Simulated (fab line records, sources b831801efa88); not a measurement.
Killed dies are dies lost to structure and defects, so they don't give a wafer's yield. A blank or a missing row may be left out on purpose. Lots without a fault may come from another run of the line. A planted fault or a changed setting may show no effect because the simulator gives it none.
Chamber matching | flow gf180mcu | GF_V2_CVD_02 on pecvd-02: 3 sister chambers
The step deposits SiO2 from TEOS, target thk 850 nm, time 94.851 s. 6 wafers are shown with their chamber, then 7 later ones without.

WAFERS WITH THEIR CHAMBER
wafer  | chamber | heater_power_w (W)
L216.6 | 2       | 626
L219.2 | 0       | 508
L219.4 | 1       | 547
L219.5 | 0       | 542
L224.2 | 2       | 558
L224.3 | 1       | 664

WAFERS WITHOUT THEIR CHAMBER
wafer  | heater_power_w (W)
L224.6 | 547
L226.2 | 481
L226.3 | 649
L226.4 | 606
L230.2 | 676
L230.5 | 686
L230.6 | 443

WHICH CHAMBER EACH WENT THROUGH
wafer  | from the rows above          | in truth
L224.6 | can't be placed: 0 or 2 or 1 | 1
L226.2 | can't be placed: 0 or 2 or 1 | 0
L226.3 | can't be placed: 1 or 2 or 0 | 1
L226.4 | can't be placed: 1 or 2 or 0 | 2
L230.2 | can't be placed: 1 or 2 or 0 | 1
L230.5 | can't be placed: 1 or 2 or 0 | 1
L230.6 | can't be placed: 0 or 2 or 1 | 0
Placed correctly: 0 of 7. Can't be placed from these rows: 7 (the true chamber is among the candidates in 7). Placed wrongly: 0.
How it was worked out, from the rows above alone: a wafer's distance from a chamber is the root of the sum, over the readings, of the square of ((its reading less the chamber's mean) divided by the reading's scatter). The wafer belongs to the nearest chamber; if the next one is less than 2 further off, it can't be placed. A chamber's mean is the mean of its shown wafers. The scatter: the root of (the sum of the squares of (reading less its chamber's mean) over the shown wafers, divided by (wafers less chambers)).
